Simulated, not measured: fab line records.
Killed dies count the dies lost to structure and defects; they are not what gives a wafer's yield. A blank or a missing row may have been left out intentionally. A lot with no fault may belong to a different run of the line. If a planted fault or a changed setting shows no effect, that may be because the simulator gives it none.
Chamber matching | flow sky130 | pecvd-03 running SKY_CAP2M_CVD_00: 3 sister chambers
The step deposits SiO2, target thk 15.5 nm. 14 wafers are shown with their chamber, then 7 later ones without.

== WAFERS, EACH WITH ITS CHAMBER ==
wafer  | chamber | heaterPowerW (W)
L813.1 | 0       | 798
L813.4 | 2       | 942
L813.6 | 1       | 821
L816.1 | 2       | 890
L816.2 | 0       | 691
L816.6 | 0       | 694
L817.1 | 2       | 886
L817.2 | 0       | 651
L817.4 | 0       | 664
L819.1 | 1       | 823
L819.3 | 0       | 710
L819.5 | 1       | 844
L826.1 | 1       | 939
L826.5 | 0       | 722

SIGNATURES (means of the wafers above)
reading      | chamber 0 | chamber 1 | chamber 2 | scatter within a chamber
heaterPowerW | 704.29    | 856.75    | 906.00    | 47.8
Rule: a wafer's distance from a chamber is the root of the sum, over the readings, of the square of ((its reading less the chamber's mean) divided by the reading's scatter). The wafer belongs to the nearest chamber; if the next one is less than 2 further off, it can't be placed. The scatter is the square root of a quotient: the sum, over the shown wafers, of each reading's squared deviation from its chamber's mean, divided by wafers minus chambers.

== WAFERS WITH NO CHAMBER GIVEN ==
wafer  | heaterPowerW (W)
L826.6 | 936
L832.2 | 956
L832.3 | 803
L832.4 | 776
L833.1 | 836
L833.2 | 905
L833.6 | 859

== WHICH CHAMBER EACH WENT THROUGH ==
wafer  | from the rows above          | in truth
L826.6 | can't be placed: 2 or 1      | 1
L832.2 | can't be placed: 2 or 1      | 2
L832.3 | can't be placed: 1 or 0 or 2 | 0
L832.4 | can't be placed: 0 or 1 or 2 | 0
L833.1 | can't be placed: 1 or 2      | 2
L833.2 | can't be placed: 2 or 1      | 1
L833.6 | can't be placed: 1 or 2      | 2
0 of 7 placed correctly. Can't be placed from these rows: 7 (the true chamber is among the candidates in 7). 0 placed wrongly.
